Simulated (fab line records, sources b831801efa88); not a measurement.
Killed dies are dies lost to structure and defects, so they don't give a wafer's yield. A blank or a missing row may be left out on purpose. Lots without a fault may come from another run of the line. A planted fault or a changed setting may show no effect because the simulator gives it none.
Which tool did it? | flow gf180mcu | 7 lots, 21 wafers sampled, at 4 steps of a route of 602

WHAT THE GAUGES READ, wafer by wafer
GF_TOP_METAL_OVL_MEAS_15.
lot  | measured     | on         | TOP_METAL_OVL (nm)
L974 | day 28 11:43 | overlay-02 | -0.3 -1.5 -1.2
L976 | day 28 19:40 | overlay-02 | -0.8 -1.9 0.3
L978 | day 29 18:50 | overlay-01 | 0.6 0.7 0.7
L980 | day 30 09:08 | overlay-01 | 1.4 0.5 0.6
L983 | day 31 03:25 | overlay-01 | 0.1 -2.0 -1.2
L986 | day 31 21:28 | overlay-02 | 0.5 -0.2 0.2
L991 | day 33 02:49 | overlay-01 | 0.9 -1.0 -2.5

WHICH TOOL RAN EACH LOT (tool, then ch and the chambers of the sampled wafers, then the start)
lot  | GF_CONTACT_CVD_00                | GF_M5_METAL_ETCH_10               | GF_V5_CVD_23
L974 | hdpcvd-02 ch 1,2, day 15 09:55   | rie_metal-01 ch 0,1, day 26 18:19 | cvd_w-02 ch 0,1, day 27 16:01
L976 | hdpcvd-02 ch 0,2, day 16 03:04   | rie_metal-04 ch 0,1, day 27 01:38 | cvd_w-02 ch 0,1, day 27 23:52
L978 | hdpcvd-01 ch 1,2, day 17 04:08   | rie_metal-01 ch 0,1, day 28 01:46 | cvd_w-01 ch 0,1, day 28 23:00
L980 | hdpcvd-02 ch 0,1, day 17 19:40   | rie_metal-04 ch 0,1, day 28 17:02 | cvd_w-02 ch 0,1, day 29 14:26
L983 | hdpcvd-01 ch 0,1,2, day 18 20:37 | rie_metal-02 ch 0, day 29 11:26   | cvd_w-02 ch 0, day 30 08:23
L986 | hdpcvd-02 ch 0,1,2, day 19 21:08 | rie_metal-02 ch 0,1, day 30 07:53 | cvd_w-02 ch 0,1, day 31 03:43
L991 | hdpcvd-01 ch 0,1,2, day 21 17:19 | rie_metal-04 ch 0,1, day 31 15:02 | cvd_w-02 ch 0,1, day 32 10:20
- GF_CONTACT_CVD_00: deposits SiO2, target thk 300 nm, time 50 s.
- GF_M5_METAL_ETCH_10: etches the open film in Cl2/BCl3, stops on SiO2, target depth 627.5 nm, time 104.6 s.
- GF_V5_CVD_23: deposits W, target thk 350 nm, time 104.9 s.

THE ANSWER, worked out from the rows above alone
Rule: what is usual is taken from the lots themselves. Put in order of their means at a reading, lots are off if they are a third of the lots or fewer, leave a main group of 4 or more, and stand apart from it by a gap of 3 or more times the standard deviation of the main group's means; of several such gaps the widest counts. A main group whose means are all the same, to the digits that the tables above print for the reading, isn't used. A lot without any number at a reading at which 4 lots or more have one is off too. The other lots that the step has rows for count as sound.
No lot is off at any reading shown: from this, nothing can be told.

WHAT THE SIMULATOR HAD PUT IN
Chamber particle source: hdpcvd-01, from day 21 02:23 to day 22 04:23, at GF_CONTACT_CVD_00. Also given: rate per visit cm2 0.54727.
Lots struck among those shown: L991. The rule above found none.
